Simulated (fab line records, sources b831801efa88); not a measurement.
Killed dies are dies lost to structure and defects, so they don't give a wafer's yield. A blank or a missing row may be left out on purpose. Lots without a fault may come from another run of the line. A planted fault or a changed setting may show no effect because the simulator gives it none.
Which tool did it? | flow gf180mcu | 14 lots, 42 wafers sampled, at 6 steps of a route of 602

WHAT THE GAUGES READ, wafer by wafer
GF_M4_RS_MEAS_05: measures by four-point-probe. Usual: M4_ALCU_RS 0.0696 ohm/sq, standard deviation 0.00084.
lot  | measured     | on            | M4_ALCU_RS (ohm/sq)  | flag
L290 | day 23 07:26 | film_metro-03 | 0.0679 0.0684 0.0678 |
L291 | day 23 20:34 | film_metro-02 | 0.0692 0.0689 0.0693 |
L293 | day 24 12:13 | film_metro-04 | 0.0700 0.0694 0.0701 |
L294 | day 25 05:36 | film_metro-03 | 0.0696 0.0697 0.0694 |
L296 | day 26 07:08 | film_metro-04 | 0.0690 0.0704 0.0699 |
L297 | day 26 15:59 | film_metro-03 | 0.0698 0.0695 0.0700 |
L300 | day 27 03:52 | film_metro-02 | 0.0691 0.0688 0.0697 |
L301 | day 27 12:34 | film_metro-03 | 0.0677 0.0677 0.0680 |
L305 | day 28 07:04 | film_metro-03 | 0.0636 0.0642 0.0640 | OFF
L304 | day 28 08:12 | film_metro-04 | 0.0633 0.0633 0.0630 | OFF
L307 | day 29 00:53 | film_metro-03 | 0.0715 0.0710 0.0709 |
L308 | day 29 11:33 | film_metro-02 | 0.0697 0.0700 0.0698 |
L309 | day 29 14:58 | film_metro-04 | 0.0711 0.0708 0.0704 |
L310 | day 29 23:36 | film_metro-04 | 0.0701 0.0714 0.0705 |

GF_M4_THK_MEAS_06: measures by xrf. Usual: M4_ALCU_THK 451 nm, standard deviation 5.8.
lot  | measured     | on            | M4_ALCU_THK (nm) | flag
L290 | day 23 07:31 | film_metro-03 | 465 459 463      |
L291 | day 23 20:40 | film_metro-02 | 451 452 452      |
L293 | day 24 12:19 | film_metro-04 | 453 457 452      |
L294 | day 25 05:43 | film_metro-03 | 452 450 453      |
L296 | day 26 07:15 | film_metro-04 | 455 447 448      |
L297 | day 26 16:05 | film_metro-03 | 451 451 450      |
L300 | day 27 03:58 | film_metro-02 | 449 451 448      |
L301 | day 27 12:41 | film_metro-03 | 468 466 462      |
L305 | day 28 07:11 | film_metro-03 | 493 489 493      | OFF
L304 | day 28 08:19 | film_metro-04 | 496 498 499      | OFF
L307 | day 29 01:00 | film_metro-03 | 443 446 446      |
L308 | day 29 11:40 | film_metro-02 | 453 449 451      |
L309 | day 29 15:05 | film_metro-04 | 444 445 450      |
L310 | day 29 23:42 | film_metro-04 | 449 441 450      |

GF_M4_CD_MEAS_14: target cd 280 nm. Usual: cd_nm 279.7 nm, standard deviation 1.3.
lot  | measured     | on        | cd_nm (nm)        | flag
L290 | day 24 05:49 | cd_sem-01 | 279.8 279.6 280.6 |
L291 | day 24 18:38 | cd_sem-02 | 280.0 281.0 279.0 |
L293 | day 25 09:53 | cd_sem-02 | 277.9 277.5 277.5 |
L294 | day 26 02:24 | cd_sem-01 | 279.1 279.4 278.6 |
L296 | day 27 03:02 | cd_sem-02 | 279.5 279.4 279.9 |
L297 | day 27 11:14 | cd_sem-01 | 279.4 279.9 279.1 |
L300 | day 27 23:31 | cd_sem-01 | 278.5 279.0 278.8 |
L301 | day 28 08:13 | cd_sem-01 | 280.3 280.4 280.2 |
L305 | day 29 02:15 | cd_sem-01 | 281.5 280.8 281.8 |
L304 | day 29 02:50 | cd_sem-02 | 280.1 280.7 280.8 |
L307 | day 29 20:07 | cd_sem-01 | 279.7 278.7 279.5 |
L308 | day 30 06:31 | cd_sem-01 | 278.1 279.5 278.5 |
L309 | day 30 09:10 | cd_sem-02 | 278.7 278.5 278.5 |
L310 | day 30 17:26 | cd_sem-02 | 281.2 280.0 280.2 |

WHICH TOOL RAN EACH LOT (tool, then ch and the chambers of the sampled wafers, then the start)
lot  | GF_V3_CVD_02                    | GF_V3_CMP_26                  | GF_M4_SPUTTER_02
L290 | pecvd-03 ch 0,1,2, day 22 05:38 | cmp-01 ch 0,1,2, day 23 07:00 | pvd_sputter-04, day 23 07:17
L291 | pecvd-04 ch 0,2, day 22 19:52   | cmp-02 ch 0,2, day 23 20:00   | pvd_sputter-01, day 23 20:26
L293 | pecvd-02 ch 1,2, day 23 11:10   | cmp-02 ch 0,2,3, day 24 11:45 | pvd_sputter-01, day 24 12:05
L294 | pecvd-03 ch 0,1,2, day 24 05:05 | cmp-01 ch 0,2, day 25 05:08   | pvd_sputter-01, day 25 05:31
L296 | pecvd-02 ch 0,2, day 25 07:43   | cmp-01 ch 1,2,3, day 26 06:36 | pvd_sputter-03, day 26 07:02
L297 | pecvd-02 ch 1,2, day 25 16:34   | cmp-01 ch 1,2,3, day 26 15:32 | pvd_sputter-03, day 26 15:52
L300 | pecvd-02 ch 0,1,2, day 26 05:02 | cmp-02 ch 1,2, day 27 03:19   | pvd_sputter-04, day 27 03:45
L301 | pecvd-02 ch 0,1, day 26 14:34   | cmp-02 ch 0,2,3, day 27 12:11 | pvd_sputter-04, day 27 12:28
L305 | pecvd-04 ch 0,1,2, day 27 08:40 | cmp-01 ch 0,2, day 28 06:35   | pvd_sputter-04, day 28 06:58
L304 | pecvd-02 ch 1,2, day 27 10:25   | cmp-01 ch 0,1,2, day 28 07:41 | pvd_sputter-04, day 28 08:07
L307 | pecvd-03 ch 1,2, day 28 02:58   | cmp-01 ch 0,1,3, day 29 00:21 | pvd_sputter-01, day 29 00:47
L308 | pecvd-03 ch 0,1,2, day 28 14:46 | cmp-02 ch 1,2,3, day 29 11:01 | pvd_sputter-03, day 29 11:26
L309 | pecvd-02 ch 0,1, day 28 17:25   | cmp-02 ch 2,3, day 29 14:26   | pvd_sputter-03, day 29 14:52
L310 | pecvd-03 ch 0,1,2, day 29 02:34 | cmp-01 ch 0,2,3, day 29 23:05 | pvd_sputter-01, day 29 23:28
- GF_V3_CVD_02: deposits SiO2 from TEOS, target thk 850 nm, time 94.851 s.
- GF_V3_CMP_26: polishes, stops on SiO2, t overpolish 15.76 s, target thk 0 nm.
- GF_M4_SPUTTER_02: material AlCu, target thk 450 nm, time 23.9 s.

WHAT THE TOOLS THEMSELVES READ (means of the sampled wafers that have a number; where no wafer has one, the mark that the record gives instead)
GF_V3_CVD_02. Usual: heater_power_w 683 W, standard deviation 120.
lot  | tool     | heater_power_w (W) | flag
L290 | pecvd-03 | 643                |
L291 | pecvd-04 | 523                |
L293 | pecvd-02 | 666                |
L294 | pecvd-03 | 665                |
L296 | pecvd-02 | 669                |
L297 | pecvd-02 | 712                |
L300 | pecvd-02 | 766                |
L301 | pecvd-02 | 724                |
L305 | pecvd-04 | 554                |
L304 | pecvd-02 | 637                |
L307 | pecvd-03 | 607                |
L308 | pecvd-03 | 712                |
L309 | pecvd-02 | 736                |
L310 | pecvd-03 | 732                |

GF_V3_CMP_26. Usual: motor_current_A 11.3 A, standard deviation 0.96; overpolish_run_s 15.760 s, standard deviation 0.0089; time_to_endpoint_s 84 s, standard deviation 3.3.
lot  | tool   | motor_current_A (A) | overpolish_run_s (s) | time_to_endpoint_s (s) | flag
L290 | cmp-01 | 11.7                | 15.756               | 85                     |
L291 | cmp-02 | 11.8                | 15.774               | 84                     |
L293 | cmp-02 | 11.9                | 15.760               | 83                     |
L294 | cmp-01 | 11.5                | 15.763               | 87                     |
L296 | cmp-01 | 10.5                | 15.762               | 87                     |
L297 | cmp-01 | 10.3                | 15.761               | 86                     |
L300 | cmp-02 | 10.7                | 15.766               | 79                     |
L301 | cmp-02 | 11.9                | 15.757               | 81                     |
L305 | cmp-01 | 11.8                | 15.752               | 83                     |
L304 | cmp-01 | 11.3                | 15.756               | 88                     |
L307 | cmp-01 | 10.8                | 15.762               | 84                     |
L308 | cmp-02 | 11.2                | 15.761               | 84                     |
L309 | cmp-02 | 12.4                | 15.766               | 82                     |
L310 | cmp-01 | 11.1                | 15.765               | 85                     |

GF_M4_SPUTTER_02. Usual: throttle_valve_pct 30.7 %, standard deviation 0.78.
lot  | tool           | throttle_valve_pct (%) | flag
L290 | pvd_sputter-04 | 30.8                   |
L291 | pvd_sputter-01 | 31.2                   |
L293 | pvd_sputter-01 | 31.1                   |
L294 | pvd_sputter-01 | 31.1                   |
L296 | pvd_sputter-03 | 30.4                   |
L297 | pvd_sputter-03 | 30.1                   |
L300 | pvd_sputter-04 | 31.0                   |
L301 | pvd_sputter-04 | 30.6                   |
L305 | pvd_sputter-04 | 30.8                   |
L304 | pvd_sputter-04 | 30.9                   |
L307 | pvd_sputter-01 | 30.8                   |
L308 | pvd_sputter-03 | 30.6                   |
L309 | pvd_sputter-03 | 30.7                   |
L310 | pvd_sputter-01 | 30.8                   |

THE ANSWER, worked out from the rows above alone
Rule: a lot is off if the mean of its wafers that have a number lies more than 3 standard deviations from the usual mean. A lot without any number at a reading at which 4 lots or more have one is off too. The other lots that the step has rows for count as sound. The gauges are gone through in route order, then the tools' own readings, and for those a lot's mean is taken as printed above. The first step at which some lot is off is used, and at that step the reading that is off furthest; a lot without a number counts as furthest.
Off: L305, L304, at GF_M4_RS_MEAS_05 (M4_ALCU_RS).
A tool fits if, at a process step before that reading, it ran every lot that is off, and no sound lot after the first of them. The gauges at GF_M4_RS_MEAS_05 are tried like those tools. One fits: pvd_sputter-04 at GF_M4_SPUTTER_02. Its last sound lot is L301 (day 27 12:28), its first lot that is off L305 (day 28 06:58): a fault that began between those two fits.

WHAT THE SIMULATOR HAD PUT IN
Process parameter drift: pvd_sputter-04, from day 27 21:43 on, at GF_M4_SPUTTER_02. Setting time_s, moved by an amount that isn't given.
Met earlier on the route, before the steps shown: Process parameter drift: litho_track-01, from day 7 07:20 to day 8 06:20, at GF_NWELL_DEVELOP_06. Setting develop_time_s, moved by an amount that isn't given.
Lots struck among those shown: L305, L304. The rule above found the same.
